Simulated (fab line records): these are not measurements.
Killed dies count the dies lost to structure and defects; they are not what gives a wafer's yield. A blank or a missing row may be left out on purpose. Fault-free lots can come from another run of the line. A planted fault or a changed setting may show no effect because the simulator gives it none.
A sampling plan put to the test :: flow sky130 :: one line in one fab, 51 faults in these records, each fault weighed on the records of the lots it struck
What counts as the plan is the set of the line's own looks, namely the steps on the route at which a gauge or an inspection reads a wafer and does not change it. Where struck wafers have a number at a look and the file lists that look's usual mean and standard deviation on fault-free wafers, the look can be judged. Caught: the struck wafers' mean, at a look after the fault's first step, is 4 or more of those standard deviations (sigma) away from the usual mean. On the tool: the identical test, applied to the tool's own readings at the steps of the fault. Also counted as caught: the struck wafers showing another recipe, or a record that is empty for them alone.

== THE FAULTS, as the simulator had put them in ==
1. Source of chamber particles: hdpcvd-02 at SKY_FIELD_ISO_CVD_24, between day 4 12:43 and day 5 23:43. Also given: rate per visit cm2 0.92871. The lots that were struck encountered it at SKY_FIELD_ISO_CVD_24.
2. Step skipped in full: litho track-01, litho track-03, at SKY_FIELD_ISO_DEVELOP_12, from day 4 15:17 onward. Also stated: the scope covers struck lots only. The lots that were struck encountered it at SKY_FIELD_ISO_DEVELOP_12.
3. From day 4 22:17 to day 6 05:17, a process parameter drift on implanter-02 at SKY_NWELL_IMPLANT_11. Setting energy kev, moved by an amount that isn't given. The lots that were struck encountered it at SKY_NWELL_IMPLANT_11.
4. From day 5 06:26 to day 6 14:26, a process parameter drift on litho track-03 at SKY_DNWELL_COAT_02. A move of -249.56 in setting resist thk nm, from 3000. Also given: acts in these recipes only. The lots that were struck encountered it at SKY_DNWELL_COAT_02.
5. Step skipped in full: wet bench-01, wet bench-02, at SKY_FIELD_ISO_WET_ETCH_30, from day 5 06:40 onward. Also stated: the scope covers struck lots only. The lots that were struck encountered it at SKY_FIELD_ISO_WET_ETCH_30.
6. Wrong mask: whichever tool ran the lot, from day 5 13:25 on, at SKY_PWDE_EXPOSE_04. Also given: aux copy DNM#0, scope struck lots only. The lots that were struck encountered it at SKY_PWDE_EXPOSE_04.
7. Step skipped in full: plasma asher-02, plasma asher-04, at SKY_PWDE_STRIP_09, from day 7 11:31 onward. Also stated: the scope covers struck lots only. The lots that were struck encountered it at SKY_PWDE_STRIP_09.
8. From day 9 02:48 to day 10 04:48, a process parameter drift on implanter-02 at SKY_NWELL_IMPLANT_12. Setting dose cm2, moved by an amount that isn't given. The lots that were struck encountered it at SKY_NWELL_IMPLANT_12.
9. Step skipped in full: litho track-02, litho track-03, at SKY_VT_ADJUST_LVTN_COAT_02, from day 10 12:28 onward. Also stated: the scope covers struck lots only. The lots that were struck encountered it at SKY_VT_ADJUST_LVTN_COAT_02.
10. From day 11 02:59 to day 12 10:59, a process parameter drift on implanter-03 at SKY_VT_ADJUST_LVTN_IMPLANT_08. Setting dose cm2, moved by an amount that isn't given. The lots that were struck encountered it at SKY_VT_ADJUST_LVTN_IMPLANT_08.
11. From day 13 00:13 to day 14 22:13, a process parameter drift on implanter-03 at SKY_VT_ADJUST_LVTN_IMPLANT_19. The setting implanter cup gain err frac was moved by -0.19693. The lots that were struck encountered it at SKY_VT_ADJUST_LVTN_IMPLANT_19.
12. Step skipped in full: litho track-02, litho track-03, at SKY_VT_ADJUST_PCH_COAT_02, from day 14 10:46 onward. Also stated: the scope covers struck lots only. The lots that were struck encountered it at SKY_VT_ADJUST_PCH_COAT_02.
13. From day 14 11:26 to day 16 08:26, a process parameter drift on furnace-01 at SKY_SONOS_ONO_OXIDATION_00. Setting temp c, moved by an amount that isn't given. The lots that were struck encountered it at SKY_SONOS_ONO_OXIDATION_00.
14. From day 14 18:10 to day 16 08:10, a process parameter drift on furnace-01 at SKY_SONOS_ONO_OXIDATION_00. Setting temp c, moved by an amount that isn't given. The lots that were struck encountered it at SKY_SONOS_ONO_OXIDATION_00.
15. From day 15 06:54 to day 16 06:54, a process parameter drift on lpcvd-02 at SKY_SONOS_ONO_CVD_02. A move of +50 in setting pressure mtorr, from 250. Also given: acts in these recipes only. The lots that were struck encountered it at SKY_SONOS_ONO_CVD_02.
16. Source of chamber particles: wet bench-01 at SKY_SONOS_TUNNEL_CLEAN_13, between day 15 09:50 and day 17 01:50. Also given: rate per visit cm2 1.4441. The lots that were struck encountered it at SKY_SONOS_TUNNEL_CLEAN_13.
17. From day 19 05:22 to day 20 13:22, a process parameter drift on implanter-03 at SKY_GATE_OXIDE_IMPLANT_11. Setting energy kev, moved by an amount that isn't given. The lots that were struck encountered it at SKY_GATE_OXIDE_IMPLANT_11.
18. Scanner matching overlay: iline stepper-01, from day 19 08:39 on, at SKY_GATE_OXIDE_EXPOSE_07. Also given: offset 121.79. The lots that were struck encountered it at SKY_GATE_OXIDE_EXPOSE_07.
19. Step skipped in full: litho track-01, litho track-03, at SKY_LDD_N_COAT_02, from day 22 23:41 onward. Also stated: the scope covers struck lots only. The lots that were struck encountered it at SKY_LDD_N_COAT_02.
20. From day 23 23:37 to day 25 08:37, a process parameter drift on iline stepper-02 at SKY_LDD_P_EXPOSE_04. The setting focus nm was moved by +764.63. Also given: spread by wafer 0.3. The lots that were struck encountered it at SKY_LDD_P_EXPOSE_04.
21. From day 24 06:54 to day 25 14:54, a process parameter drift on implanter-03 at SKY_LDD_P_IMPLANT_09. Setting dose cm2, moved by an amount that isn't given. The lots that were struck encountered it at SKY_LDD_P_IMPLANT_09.
22. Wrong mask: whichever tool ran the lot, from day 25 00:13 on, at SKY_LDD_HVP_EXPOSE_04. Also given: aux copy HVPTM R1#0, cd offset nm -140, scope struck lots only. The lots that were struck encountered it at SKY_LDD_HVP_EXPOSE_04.
23. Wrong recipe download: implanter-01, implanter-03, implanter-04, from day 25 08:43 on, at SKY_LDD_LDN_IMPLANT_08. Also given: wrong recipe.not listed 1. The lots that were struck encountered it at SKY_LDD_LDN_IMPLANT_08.
24. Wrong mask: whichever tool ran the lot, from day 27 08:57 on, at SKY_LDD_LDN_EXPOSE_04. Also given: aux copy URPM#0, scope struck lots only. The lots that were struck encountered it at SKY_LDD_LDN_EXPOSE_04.
25. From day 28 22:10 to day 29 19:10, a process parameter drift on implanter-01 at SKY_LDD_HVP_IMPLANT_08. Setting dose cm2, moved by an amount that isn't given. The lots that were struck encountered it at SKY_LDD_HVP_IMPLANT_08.
26. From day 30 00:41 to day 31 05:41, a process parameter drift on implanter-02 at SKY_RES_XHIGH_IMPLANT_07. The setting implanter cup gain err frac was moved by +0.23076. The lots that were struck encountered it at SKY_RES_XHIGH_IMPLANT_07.
27. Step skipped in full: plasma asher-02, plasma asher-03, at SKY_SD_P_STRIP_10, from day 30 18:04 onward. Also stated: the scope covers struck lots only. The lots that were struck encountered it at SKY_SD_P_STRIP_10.
28. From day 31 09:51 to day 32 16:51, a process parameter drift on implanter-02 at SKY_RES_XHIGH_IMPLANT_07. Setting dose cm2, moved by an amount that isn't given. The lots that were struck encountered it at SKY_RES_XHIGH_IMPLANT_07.
29. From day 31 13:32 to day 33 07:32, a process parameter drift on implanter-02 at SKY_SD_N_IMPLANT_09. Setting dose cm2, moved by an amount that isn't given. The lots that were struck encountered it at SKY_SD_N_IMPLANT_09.
30. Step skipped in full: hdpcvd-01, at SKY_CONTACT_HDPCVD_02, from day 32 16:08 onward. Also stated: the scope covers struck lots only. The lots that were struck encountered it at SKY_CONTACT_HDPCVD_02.
31. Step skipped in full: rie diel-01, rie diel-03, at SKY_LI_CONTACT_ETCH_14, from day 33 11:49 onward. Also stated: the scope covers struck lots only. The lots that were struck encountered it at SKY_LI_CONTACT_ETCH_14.
32. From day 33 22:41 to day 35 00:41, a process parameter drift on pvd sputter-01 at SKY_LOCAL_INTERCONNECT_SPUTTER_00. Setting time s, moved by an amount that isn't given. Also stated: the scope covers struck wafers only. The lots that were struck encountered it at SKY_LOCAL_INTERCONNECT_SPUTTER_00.
33. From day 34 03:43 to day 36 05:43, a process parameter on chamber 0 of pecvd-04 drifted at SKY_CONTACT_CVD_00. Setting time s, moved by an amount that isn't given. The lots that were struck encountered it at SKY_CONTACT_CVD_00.
34. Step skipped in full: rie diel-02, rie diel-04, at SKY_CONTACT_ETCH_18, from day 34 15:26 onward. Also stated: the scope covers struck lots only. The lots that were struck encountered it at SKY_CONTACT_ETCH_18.
35. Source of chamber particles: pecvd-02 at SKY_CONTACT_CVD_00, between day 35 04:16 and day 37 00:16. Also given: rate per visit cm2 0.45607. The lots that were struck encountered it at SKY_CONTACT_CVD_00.
36. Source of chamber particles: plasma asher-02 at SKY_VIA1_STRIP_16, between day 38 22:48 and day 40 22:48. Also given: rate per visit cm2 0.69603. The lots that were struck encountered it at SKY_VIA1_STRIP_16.
37. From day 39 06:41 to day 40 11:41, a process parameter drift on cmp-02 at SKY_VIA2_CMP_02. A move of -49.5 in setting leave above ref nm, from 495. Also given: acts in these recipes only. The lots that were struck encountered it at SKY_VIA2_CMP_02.
38. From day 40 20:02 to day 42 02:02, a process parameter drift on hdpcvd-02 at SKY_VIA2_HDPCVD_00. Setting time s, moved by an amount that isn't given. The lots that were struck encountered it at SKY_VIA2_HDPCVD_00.
39. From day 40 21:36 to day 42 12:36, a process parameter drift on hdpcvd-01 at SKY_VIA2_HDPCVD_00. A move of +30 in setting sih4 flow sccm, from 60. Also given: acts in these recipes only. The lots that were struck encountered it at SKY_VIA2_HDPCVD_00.
40. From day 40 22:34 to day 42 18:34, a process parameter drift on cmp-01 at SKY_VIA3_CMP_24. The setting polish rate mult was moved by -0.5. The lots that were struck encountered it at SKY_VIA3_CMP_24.
41. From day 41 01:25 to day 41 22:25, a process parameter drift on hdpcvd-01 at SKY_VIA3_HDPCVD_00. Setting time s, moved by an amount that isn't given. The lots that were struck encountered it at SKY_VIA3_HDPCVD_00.
42. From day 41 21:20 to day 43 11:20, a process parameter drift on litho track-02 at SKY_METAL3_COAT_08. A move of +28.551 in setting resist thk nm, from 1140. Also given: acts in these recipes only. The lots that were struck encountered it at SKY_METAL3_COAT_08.
43. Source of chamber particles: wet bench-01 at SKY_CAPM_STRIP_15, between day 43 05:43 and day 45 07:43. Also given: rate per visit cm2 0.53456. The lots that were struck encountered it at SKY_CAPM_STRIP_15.
44. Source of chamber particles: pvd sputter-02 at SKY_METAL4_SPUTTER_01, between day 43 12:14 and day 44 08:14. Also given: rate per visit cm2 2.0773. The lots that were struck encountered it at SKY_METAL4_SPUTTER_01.
45. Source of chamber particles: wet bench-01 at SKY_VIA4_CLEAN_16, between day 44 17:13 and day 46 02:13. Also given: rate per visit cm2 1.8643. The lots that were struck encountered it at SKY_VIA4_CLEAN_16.
46. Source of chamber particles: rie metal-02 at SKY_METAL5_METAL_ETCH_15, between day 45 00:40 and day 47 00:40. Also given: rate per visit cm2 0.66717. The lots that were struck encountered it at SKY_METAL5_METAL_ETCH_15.
47. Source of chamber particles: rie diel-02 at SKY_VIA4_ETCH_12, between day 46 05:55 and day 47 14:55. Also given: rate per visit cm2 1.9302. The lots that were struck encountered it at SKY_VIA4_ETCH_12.
48. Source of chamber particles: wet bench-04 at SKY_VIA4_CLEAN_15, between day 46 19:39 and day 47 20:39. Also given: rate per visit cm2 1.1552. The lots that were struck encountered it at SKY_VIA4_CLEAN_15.
49. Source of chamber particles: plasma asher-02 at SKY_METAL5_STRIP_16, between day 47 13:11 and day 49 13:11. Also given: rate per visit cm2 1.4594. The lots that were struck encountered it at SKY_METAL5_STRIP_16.
50. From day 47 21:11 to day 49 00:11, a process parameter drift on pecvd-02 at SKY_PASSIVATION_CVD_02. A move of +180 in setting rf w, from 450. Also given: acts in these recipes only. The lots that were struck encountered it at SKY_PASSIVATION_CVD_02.
51. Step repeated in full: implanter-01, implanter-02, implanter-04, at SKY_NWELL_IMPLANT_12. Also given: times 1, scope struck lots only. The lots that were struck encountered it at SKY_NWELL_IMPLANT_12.

== WHAT THE PLAN SAW ==
fault: 1
on the tool itself: no reading that can be judged
first look that catches it: no look after it can be judged
reading, sigma: -
median hours from its first step to that look: -
hours from the fault's start to the first struck lot there: -
judged looks passed uncaught: 0

fault: 2
on the tool itself: no reading that can be judged
first look that catches it: no look after it can be judged
reading, sigma: -
median hours from its first step to that look: -
hours from the fault's start to the first struck lot there: -
judged looks passed uncaught: 0

fault: 3
on the tool itself: beam energy keV -99 or beyond sigma
first look that catches it: SKY_NWELL_RS_MEAS_29
reading, sigma: NWELL_RS +39
median hours from its first step to that look: 18.5
hours from the fault's start to the first struck lot there: 19
judged looks passed uncaught: 1

fault: 4
on the tool itself: no reading that can be judged
first look that catches it: no look after it can be judged
reading, sigma: -
median hours from its first step to that look: -
hours from the fault's start to the first struck lot there: -
judged looks passed uncaught: 0

fault: 5
on the tool itself: no reading that can be judged
first look that catches it: no look after it can be judged
reading, sigma: -
median hours from its first step to that look: -
hours from the fault's start to the first struck lot there: -
judged looks passed uncaught: 0

fault: 6
on the tool itself: under 2 sigma
first look that catches it: SKY_PWDE_TW_MEAS_10
reading, sigma: PWDE_TW -99 or beyond
median hours from its first step to that look: 9.2
hours from the fault's start to the first struck lot there: 9
judged looks passed uncaught: 0

fault: 7
on the tool itself: the tool's record is blank for the struck wafers
first look that catches it: SKY_NWELL_TW_MEAS_15
reading, sigma: NWELL_TW -85
median hours from its first step to that look: 21.3
hours from the fault's start to the first struck lot there: 23
judged looks passed uncaught: 0

fault: 8
on the tool itself: dose ions cm2 +99 or beyond sigma
first look that catches it: SKY_NWELL_RS_MEAS_29
reading, sigma: NWELL_RS -4.4
median hours from its first step to that look: 23.2
hours from the fault's start to the first struck lot there: 29
judged looks passed uncaught: 0

fault: 9
on the tool itself: the tool's record is blank for the struck wafers
first look that catches it: SKY_VT_ADJUST_LVTN_TW_MEAS_21
reading, sigma: VT_ADJUST_LVTN_2_TW +41
median hours from its first step to that look: 35.6
hours from the fault's start to the first struck lot there: 36
judged looks passed uncaught: 0

fault: 10
on the tool itself: dose ions cm2 -81 sigma
first look that catches it: not the one look that can be judged after it
reading, sigma: strongest: VT_ADJUST_LVTN_TW at SKY_VT_ADJUST_LVTN_TW_MEAS_10, -2.8
median hours from its first step to that look: -
hours from the fault's start to the first struck lot there: -
judged looks passed uncaught: 1

fault: 11
on the tool itself: beam on s +13 sigma
first look that catches it: SKY_VT_ADJUST_LVTN_TW_MEAS_21
reading, sigma: VT_ADJUST_LVTN_2_TW +5.5
median hours from its first step to that look: 0.3
hours from the fault's start to the first struck lot there: 9
judged looks passed uncaught: 0

fault: 12
on the tool itself: the tool's record is blank for the struck wafers
first look that catches it: SKY_SONOS_TUNNEL_TW_MEAS_12
reading, sigma: SONOS_TUNNEL_TW +11
median hours from its first step to that look: 41.3
hours from the fault's start to the first struck lot there: 46
judged looks passed uncaught: 0

fault: 13
on the tool itself: tube center temp C +99 or beyond sigma
first look that catches it: SKY_SONOS_ONO_THK_MEAS_01
reading, sigma: SONOS_ONO_OXIDATION_THK +21
median hours from its first step to that look: 1.4
hours from the fault's start to the first struck lot there: 4
judged looks passed uncaught: 0

fault: 14
on the tool itself: tube center temp C +60 sigma
first look that catches it: not the one look that can be judged after it
reading, sigma: strongest: SONOS_ONO_OXIDATION_THK at SKY_SONOS_ONO_THK_MEAS_01, +2.6
median hours from its first step to that look: -
hours from the fault's start to the first struck lot there: -
judged looks passed uncaught: 1

fault: 15
on the tool itself: pressure mtorr +94 sigma
first look that catches it: not the one look that can be judged after it
reading, sigma: strongest: SONOS_ONO_CVD_02_THK at SKY_SONOS_ONO_THK_MEAS_03, +3.7
median hours from its first step to that look: -
hours from the fault's start to the first struck lot there: -
judged looks passed uncaught: 1

fault: 16
on the tool itself: no reading that can be judged
first look that catches it: no look after it can be judged
reading, sigma: -
median hours from its first step to that look: -
hours from the fault's start to the first struck lot there: -
judged looks passed uncaught: 0

fault: 17
on the tool itself: beam energy keV -99 or beyond sigma
first look that catches it: no look after it can be judged
reading, sigma: -
median hours from its first step to that look: -
hours from the fault's start to the first struck lot there: -
judged looks passed uncaught: 0

fault: 18
on the tool itself: under 2 sigma
first look that catches it: SKY_GATE_OXIDE_OVL_MEAS_10
reading, sigma: GATE_OXIDE_OVL +93
median hours from its first step to that look: 14.3
hours from the fault's start to the first struck lot there: 20
judged looks passed uncaught: 0

fault: 19
on the tool itself: the tool's record is blank for the struck wafers
first look that catches it: SKY_LDD_P_TW_MEAS_11
reading, sigma: LDD_P_TW +99 or beyond
median hours from its first step to that look: 46.6
hours from the fault's start to the first struck lot there: 50
judged looks passed uncaught: 0

fault: 20
on the tool itself: no reading that can be judged
first look that catches it: SKY_LDD_P_CD_MEAS_07
reading, sigma: cd nm -7.3
median hours from its first step to that look: 14.1
hours from the fault's start to the first struck lot there: 17
judged looks passed uncaught: 0

fault: 21
on the tool itself: dose ions cm2 -80 sigma
first look that catches it: no look after it can be judged
reading, sigma: -
median hours from its first step to that look: -
hours from the fault's start to the first struck lot there: -
judged looks passed uncaught: 0

fault: 22
on the tool itself: no reading that can be judged
first look that catches it: no look after it can be judged
reading, sigma: -
median hours from its first step to that look: -
hours from the fault's start to the first struck lot there: -
judged looks passed uncaught: 0

fault: 23
on the tool itself: under 2 sigma
first look that catches it: SKY_LDD_LDN_TW_MEAS_13
reading, sigma: LDD_LDN_TW -9.7
median hours from its first step to that look: 0.7
hours from the fault's start to the first struck lot there: 6
judged looks passed uncaught: 0

fault: 24
on the tool itself: no reading that can be judged
first look that catches it: SKY_LDD_LDN_TW_MEAS_13
reading, sigma: LDD_LDN_TW -99 or beyond
median hours from its first step to that look: 15.0
hours from the fault's start to the first struck lot there: 21
judged looks passed uncaught: 0

fault: 25
on the tool itself: dose ions cm2 -82 sigma
first look that catches it: not the one look that can be judged after it
reading, sigma: strongest: LDD_HVP_TW at SKY_LDD_HVP_TW_MEAS_10, -3.5
median hours from its first step to that look: -
hours from the fault's start to the first struck lot there: -
judged looks passed uncaught: 1

fault: 26
on the tool itself: faraday current uA +5.5 sigma
first look that catches it: SKY_RES_XHIGH_TW_MEAS_09
reading, sigma: RES_XHIGH_TW -6.8
median hours from its first step to that look: 0.2
hours from the fault's start to the first struck lot there: 3
judged looks passed uncaught: 0

fault: 27
on the tool itself: the tool's record is blank for the struck wafers
first look that catches it: SKY_RES_XHIGH_TW_MEAS_09
reading, sigma: RES_XHIGH_TW -99 or beyond
median hours from its first step to that look: 27.8
hours from the fault's start to the first struck lot there: 28
judged looks passed uncaught: 0

fault: 28
on the tool itself: dose ions cm2 +99 or beyond sigma
first look that catches it: SKY_RES_XHIGH_TW_MEAS_09
reading, sigma: RES_XHIGH_TW +15
median hours from its first step to that look: 0.2
hours from the fault's start to the first struck lot there: 11
judged looks passed uncaught: 0

fault: 29
on the tool itself: dose ions cm2 -99 or beyond sigma
first look that catches it: SKY_SD_N_RS_MEAS_16
reading, sigma: SD_N_RS +93
median hours from its first step to that look: 0.7
hours from the fault's start to the first struck lot there: 13
judged looks passed uncaught: 1

fault: 30
on the tool itself: the tool's record is blank for the struck wafers
first look that catches it: not the one look that can be judged after it
reading, sigma: strongest: CONTACT_BOW at SKY_CONTACT_BOW_MEAS_05, -3.1
median hours from its first step to that look: -
hours from the fault's start to the first struck lot there: -
judged looks passed uncaught: 1

fault: 31
on the tool itself: the tool's record is blank for the struck wafers
first look that catches it: no look after it can be judged
reading, sigma: -
median hours from its first step to that look: -
hours from the fault's start to the first struck lot there: -
judged looks passed uncaught: 0

fault: 32
on the tool itself: under 2 sigma
first look that catches it: SKY_LOCAL_INTERCONNECT_RS_MEAS_01
reading, sigma: LOCAL_INTERCONNECT_TIN_RS +34
median hours from its first step to that look: 0.1
hours from the fault's start to the first struck lot there: 7
judged looks passed uncaught: 0

fault: 33
on the tool itself: under 2 sigma
first look that catches it: SKY_CONTACT_THK_MEAS_01
reading, sigma: CONTACT_CVD_00_THK -7.0
median hours from its first step to that look: 0.0
hours from the fault's start to the first struck lot there: 10
judged looks passed uncaught: 0

fault: 34
on the tool itself: the tool's record is blank for the struck wafers
first look that catches it: no look after it can be judged
reading, sigma: -
median hours from its first step to that look: -
hours from the fault's start to the first struck lot there: -
judged looks passed uncaught: 0

fault: 35
on the tool itself: under 2 sigma
first look that catches it: no look after it can be judged
reading, sigma: -
median hours from its first step to that look: -
hours from the fault's start to the first struck lot there: -
judged looks passed uncaught: 0

fault: 36
on the tool itself: under 2 sigma
first look that catches it: no look after it can be judged
reading, sigma: -
median hours from its first step to that look: -
hours from the fault's start to the first struck lot there: -
judged looks passed uncaught: 0

fault: 37
on the tool itself: under 2 sigma
first look that catches it: not the one look that can be judged after it
reading, sigma: -
median hours from its first step to that look: -
hours from the fault's start to the first struck lot there: -
judged looks passed uncaught: 1

fault: 38
on the tool itself: run length s +25 sigma
first look that catches it: SKY_VIA2_THK_MEAS_01
reading, sigma: VIA2_HDPCVD_THK +4.2
median hours from its first step to that look: 0.1
hours from the fault's start to the first struck lot there: 22
judged looks passed uncaught: 0

fault: 39
on the tool itself: sih4 flow sccm +99 or beyond sigma
first look that catches it: SKY_VIA2_THK_MEAS_01
reading, sigma: VIA2_HDPCVD_THK +49
median hours from its first step to that look: 0.1
hours from the fault's start to the first struck lot there: 6
judged looks passed uncaught: 0

fault: 40
on the tool itself: overpolish run s -99 or beyond sigma
first look that catches it: no look after it can be judged
reading, sigma: -
median hours from its first step to that look: -
hours from the fault's start to the first struck lot there: -
judged looks passed uncaught: 0

fault: 41
on the tool itself: run length s -30 sigma
first look that catches it: not the one look that can be judged after it
reading, sigma: strongest: VIA3_HDPCVD_THK at SKY_VIA3_THK_MEAS_01, -2.6
median hours from its first step to that look: -
hours from the fault's start to the first struck lot there: -
judged looks passed uncaught: 1

fault: 42
on the tool itself: no reading that can be judged
first look that catches it: no look after it can be judged
reading, sigma: -
median hours from its first step to that look: -
hours from the fault's start to the first struck lot there: -
judged looks passed uncaught: 0

fault: 43
on the tool itself: no reading that can be judged
first look that catches it: no look after it can be judged
reading, sigma: -
median hours from its first step to that look: -
hours from the fault's start to the first struck lot there: -
judged looks passed uncaught: 0

fault: 44
on the tool itself: under 2 sigma
first look that catches it: no look after it can be judged
reading, sigma: -
median hours from its first step to that look: -
hours from the fault's start to the first struck lot there: -
judged looks passed uncaught: 0

fault: 45
on the tool itself: no reading that can be judged
first look that catches it: no look after it can be judged
reading, sigma: -
median hours from its first step to that look: -
hours from the fault's start to the first struck lot there: -
judged looks passed uncaught: 0

fault: 46
on the tool itself: under 2 sigma
first look that catches it: no look after it can be judged
reading, sigma: -
median hours from its first step to that look: -
hours from the fault's start to the first struck lot there: -
judged looks passed uncaught: 0

fault: 47
on the tool itself: under 2 sigma
first look that catches it: no look after it can be judged
reading, sigma: -
median hours from its first step to that look: -
hours from the fault's start to the first struck lot there: -
judged looks passed uncaught: 0

fault: 48
on the tool itself: no reading that can be judged
first look that catches it: no look after it can be judged
reading, sigma: -
median hours from its first step to that look: -
hours from the fault's start to the first struck lot there: -
judged looks passed uncaught: 0

fault: 49
on the tool itself: under 2 sigma
first look that catches it: no look after it can be judged
reading, sigma: -
median hours from its first step to that look: -
hours from the fault's start to the first struck lot there: -
judged looks passed uncaught: 0

fault: 50
on the tool itself: rf fwd power W +99 or beyond sigma
first look that catches it: SKY_PASSIVATION_THK_MEAS_03
reading, sigma: PASSIVATION_CVD_02_THK +6.4
median hours from its first step to that look: 0.2
hours from the fault's start to the first struck lot there: 2
judged looks passed uncaught: 0

fault: 51
on the tool itself: no reading that can be judged
first look that catches it: SKY_NWELL_RS_MEAS_29
reading, sigma: NWELL_RS -20
median hours from its first step to that look: 20.5
hours from the fault's start to the first struck lot there: -
judged looks passed uncaught: 0
A dash: this means the fault isn't caught or the number doesn't appear in these records.

Caught at a look: 23 of 51. Caught on the tool: 26 of 51. By one or the other: 34 of 51.
On the tool alone, faults 10, 14, 15, 17, 21, 25, 30, 31, 34, 40, 41 were caught.
Caught at a look alone: faults 6, 18, 20, 23, 24, 32, 33, 51.
Caught by neither: faults 1, 2, 4, 5, 16, 22, 35, 36, 37, 42, 43, 44, 45, 46, 47, 48, 49.

== THINNER SAMPLING ==
Were the look that catches a fault to measure just every second or every third lot (counted by lot number), the first struck lot would, at worst, be measured this late:
fault: 3
struck lots at that look, in order of time: L165, L166
every lot: 19 h
every second lot: 23 h
every third lot: may miss all 2

fault: 6
struck lots at that look, in order of time: L710
every lot: 9 h
every second lot: may miss it
every third lot: may miss it

fault: 7
struck lots at that look, in order of time: L237, L238
every lot: 23 h
every second lot: 28 h
every third lot: may miss all 2

fault: 8
struck lots at that look, in order of time: L957, L958
every lot: 29 h
every second lot: 37 h
every third lot: may miss all 2

fault: 9
struck lots at that look, in order of time: L367, L368, L369
every lot: 36 h
every second lot: 42 h
every third lot: 46 h

fault: 11
struck lots at that look, in order of time: L405, L406
every lot: 9 h
every second lot: 16 h
every third lot: may miss all 2

fault: 12
struck lots at that look, in order of time: L791, L792, L793
every lot: 46 h
every second lot: 46 h
every third lot: 54 h

fault: 13
struck lots at that look, in order of time: L704, L705, L706
every lot: 4 h
every second lot: 13 h
every third lot: 22 h

fault: 18
struck lots at that look, in order of time: L967, L969, L971
every lot: 20 h
every second lot: may miss all 3
every third lot: 50 h

fault: 19
struck lots at that look, in order of time: L890, L891, L892
every lot: 50 h
every second lot: 62 h
every third lot: 75 h

fault: 20
struck lots at that look, in order of time: L249, L250
every lot: 17 h
every second lot: 26 h
every third lot: may miss all 2

fault: 23
struck lots at that look, in order of time: L984, L985, L986, L987
every lot: 6 h
every second lot: 22 h
every third lot: 24 h

fault: 24
struck lots at that look, in order of time: L336
every lot: 21 h
every second lot: may miss it
every third lot: may miss it

fault: 26
struck lots at that look, in order of time: L463, L466
every lot: 3 h
every second lot: 23 h
every third lot: may miss all 2

fault: 27
struck lots at that look, in order of time: L391, L392, L393
every lot: 28 h
every second lot: 36 h
every third lot: 45 h

fault: 28
struck lots at that look, in order of time: L557, L559
every lot: 11 h
every second lot: may miss all 2
every third lot: may miss all 2

fault: 29
struck lots at that look, in order of time: L670, L669
every lot: 13 h
every second lot: 16 h
every third lot: may miss all 2

fault: 32
struck lots at that look, in order of time: L398, L400, L401
every lot: 7 h
every second lot: 25 h
every third lot: may miss all 3

fault: 33
struck lots at that look, in order of time: L847, L849
every lot: 10 h
every second lot: may miss all 2
every third lot: may miss all 2

fault: 38
struck lots at that look, in order of time: L101, L102
every lot: 22 h
every second lot: 26 h
every third lot: may miss all 2

fault: 39
struck lots at that look, in order of time: L747, L750, L751
every lot: 6 h
every second lot: 23 h
every third lot: may miss all 3

fault: 50
struck lots at that look, in order of time: L776, L777
every lot: 2 h
every second lot: 13 h
every third lot: may miss all 2
Hours: fault start to first struck lot measured. The limit of 4 sigma was tested on all struck wafers together, so one lot alone may lie under it. Other struck lots may not be in these records.

== THE LONGEST TIMED WAY FROM STEP TO LOOK ==
Fault 19: median gap of 46.6 hours between SKY_LDD_N_COAT_02 and SKY_LDD_P_TW_MEAS_11. No look between them can be judged.
